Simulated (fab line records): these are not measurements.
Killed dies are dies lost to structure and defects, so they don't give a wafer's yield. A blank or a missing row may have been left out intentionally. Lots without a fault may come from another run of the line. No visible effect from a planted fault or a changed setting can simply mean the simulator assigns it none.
Problem report in the 8D (eight disciplines) form, filled by code | flow sky130 | the parts of the form that need people (team, actions taken, sign-off) are left out

## 1. THE ISSUE
killed_at_M0_to_M3 at SKY_PAD_OPEN_PROBE_99 reads a mean of 446 on 6 wafers of 2 lots; wafers without a fault read 42 with a standard deviation of 6.6. Relative to the usual mean, that is a shift of +61 standard deviations.
First seen on wafer L435.1, day 48 19:41, on prober-02. Wafers with a number at this step in the record: 36, from 12 lots. The rule behind "out" and "out of limits": a value lying over 4 standard deviations away from the usual mean. Any other wafer with a number is counted as sound.

## 2. WHAT THIS IS AND IS NOT
question                    | is                                                                                                            | is not
which readings at this step | killed_at_M0_to_M3, defectLimitedYield, killedDies, killedOnRim, sort_bin_5_function, sortNPass, sortYieldPct | killedAtContacts, killedAtFrontEnd, killedOpen, killedShort, sort_bin_3_pad_short, sort_bin_6_memory
which lots                  | L435, L436                                                                                                    | L426, L428, L429, L431, L434, L437, L444, L445, L446, L447
which wafers of those lots  | all that have a number                                                                                        | -
read on which tools         | prober-01, prober-02                                                                                          | -
when                        | from day 48 19:41                                                                                             | up to then (15 sound wafers); but 15 sound wafers of L437, L444, L445, L446, L447 came after

## 3. WHAT RULES OUT EACH SUSPECT
Counting: any tool at a process step up to the reading is kept as a suspect provided that every lot that is out went through it and no sound lot did after the first of them.
- rieMetal-04 at SKY_METAL2_ETCH_18 (etches BARC in N2/H2, stops on SiO2, time 45.9 s, target depth 60 nm): ruled out as a lasting fault. The sound lots L437, L444 went through it after L435, its earliest lot that is out (day 38 23:52).
- pvdSputter-04 at SKY_VIA2_SPUTTER_20 (material TiN, target thk 20 nm, time 80 s): ruled out as a lasting fault. The sound lots L437, L444, L445 went through it after L435, its earliest lot that is out (day 40 05:25).
Left after counting: nothing in the record.

## 4. THE CAUSE (what the simulator had put in)
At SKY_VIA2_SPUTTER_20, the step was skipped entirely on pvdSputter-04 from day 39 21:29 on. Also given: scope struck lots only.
Counting ruled it out, wrongly: the rule takes a fault to strike every lot that its tool runs from its start on, and this one did not.

## 5. THE CHAIN OF EFFECTS, in route order
Each row: a reading whose mean over the struck wafers that have a number lies more than 3 standard deviations from the usual. Only readings for which the record gives a usual standard deviation are gone through. hours: the time from each lot's start at the first step in this table that gives one to its start at this step, as a median over the lots. sigmas: the change in usual standard deviations.
hours | step                  | reading             | usual  | on struck wafers | change | sigmas
0     | SKY_PAD_OPEN_PROBE_99 | defectLimitedYield  | 82.5 % | 0.0              | -82.5  | -41
0     | SKY_PAD_OPEN_PROBE_99 | killed_at_M0_to_M3  | 42     | 446              | +404   | +61
0     | SKY_PAD_OPEN_PROBE_99 | killedDies          | 86     | 492              | +406   | +42
0     | SKY_PAD_OPEN_PROBE_99 | killedOnRim         | 16     | 96               | +80    | +20
0     | SKY_PAD_OPEN_PROBE_99 | sort_bin_5_function | 10.3 % | 93.3             | +83.0  | +55
0     | SKY_PAD_OPEN_PROBE_99 | sortNPass           | 406    | 0                | -406   | -42
0     | SKY_PAD_OPEN_PROBE_99 | sortYieldPct        | 82.5 % | 0.0              | -82.5  | -41
It contains these process steps:
- SKY_PAD_OPEN_PROBE_99
Readings that are blank on the struck wafers while sound wafers have them: cathodeDcPowerW at SKY_VIA2_SPUTTER_20; chamberPressurePa at SKY_VIA2_SPUTTER_20; throttleValvePct at SKY_VIA2_SPUTTER_20.

## 6. HOW IT WOULD HAVE BEEN CAUGHT EARLIER
The fault began at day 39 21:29; the first out-of-limits reading in this record came at day 48 19:41, 214 hours later.
At SKY_VIA2_SPUTTER_20 the tool's readings are blank on the struck wafers, where sound wafers have them: an empty tool record is the first sign, and it was there at once.
